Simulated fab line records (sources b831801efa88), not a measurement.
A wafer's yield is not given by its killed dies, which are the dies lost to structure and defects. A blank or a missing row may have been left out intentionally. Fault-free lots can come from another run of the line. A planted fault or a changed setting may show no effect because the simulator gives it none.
Struck lot and sound lot, side by side || flow sky130 || 16 out of 708 route steps
Sound: wafers L724.1, L724.2, L724.6. Wafers L737.1, L737.2, L737.6 were the ones struck. The cause is named last.
Per side, at each step with rows, come the tool, then ch with its chambers, and then its first start. Under that, the readings that differ: sound wafers || struck wafers || difference of the means || sigmas: that difference in standard deviations of wafers without a fault.
alike: readings with means less than 2 such deviations apart, plus words and numbers identical on both sides. not compared: withheld readings, readings lacking a value on some wafer, bounds such as >300 that could conceal the same value, and numbers that have no deviation in the record and whose values overlap.
Wherever a step has rows on one side only, a row that says differs or no value, or a row with sigmas, the two part there. When numbers do not overlap yet have no deviation, they are printed without sigmas and do not part them. A reading that every wafer of one side lacks parts them only if that side has two wafers or more.

first, 3 steps without rows for these wafers: SKY_SONOS_TUNNEL_EXPOSE_04 (exposes mask TUNM, target cd 410 nm); SKY_SONOS_TUNNEL_PEB_05; SKY_SONOS_TUNNEL_DEVELOP_06 (develop time 60 s).
SKY_SONOS_TUNNEL_CD_MEAS_07: target cd 410 nm.
  sound on cdSem-01 at day 12 20:50; struck on cdSem-01 at day 16 23:42
  alike: cdNm
SKY_SONOS_TUNNEL_OVL_MEAS_08:
  sound on overlay-02 at day 12 20:58; struck on overlay-01 at day 16 23:49
{"reading": "SONOS_TUNNEL_OVL (nm)", "sound": "2.6 1.7 2.3", "struck": "-0.8 -1.0 -0.4", "difference": -2.9, "sigmas": -2}
then, 3 steps without rows for these wafers: SKY_SONOS_TUNNEL_IMPLANT_09; SKY_SONOS_TUNNEL_WET_ETCH_10 (etches SiO2 in dHF, target depth 14 nm, time 280 s); SKY_SONOS_TUNNEL_STRIP_11 (strips in SPM, time 600 s).
SKY_SONOS_TUNNEL_TW_MEAS_12:
  sound on filmMetro-03 at day 12 21:25; struck on filmMetro-04 at day 17 00:17
  alike: SONOS_TUNNEL_TW
then, 2 steps without rows for these wafers: SKY_SONOS_TUNNEL_CLEAN_13 (cleans in dHF, time 20 s); SKY_SONOS_ONO_OXIDATION_00 (stabilise 600 s, purge 300 s, target thk 2.6 nm).
SKY_SONOS_ONO_THK_MEAS_01:
  sound on filmMetro-04 at day 13 01:59; struck on filmMetro-04 at day 17 03:16
  alike: SONOS_ONO_OXIDATION_THK
SKY_SONOS_ONO_CVD_02: deposits Si3N4 from DCS/NH3, target thk 10.5 nm, time 180 s.
  sound on lpcvd-02 ch 0, day 13 02:58; struck on lpcvd-02 ch 0, day 17 03:19
{"reading": "model.Si3N4_of_SONOS_ONO_CVD_02.thkNm (nm)", "sound": "10.44 10.34 10.35", "struck": "19 18.98 18.91", "difference": "+9", "sigmas": ""}
  alike: susceptorTempC
SKY_SONOS_ONO_THK_MEAS_03:
  sound on filmMetro-04 at day 13 04:01; struck on filmMetro-04 at day 17 04:22
{"reading": "SONOS_ONO_CVD_02_THK (nm)", "sound": "10.39 10.34 10.34", "struck": "19.04 18.96 18.93", "difference": "+8.62", "sigmas": "+57"}
then, 2 steps without rows for these wafers: SKY_SONOS_ONO_CVD_04 (deposits SiO2 from SiH4/N2O, target thk 5.7199 nm); SKY_PAD_OPEN_PROBE_99.

WHERE THEY PART
Earliest at SKY_SONOS_TUNNEL_OVL_MEAS_08; latest, in this record, at SKY_SONOS_ONO_THK_MEAS_03.

WHY: what had been put in by the simulator
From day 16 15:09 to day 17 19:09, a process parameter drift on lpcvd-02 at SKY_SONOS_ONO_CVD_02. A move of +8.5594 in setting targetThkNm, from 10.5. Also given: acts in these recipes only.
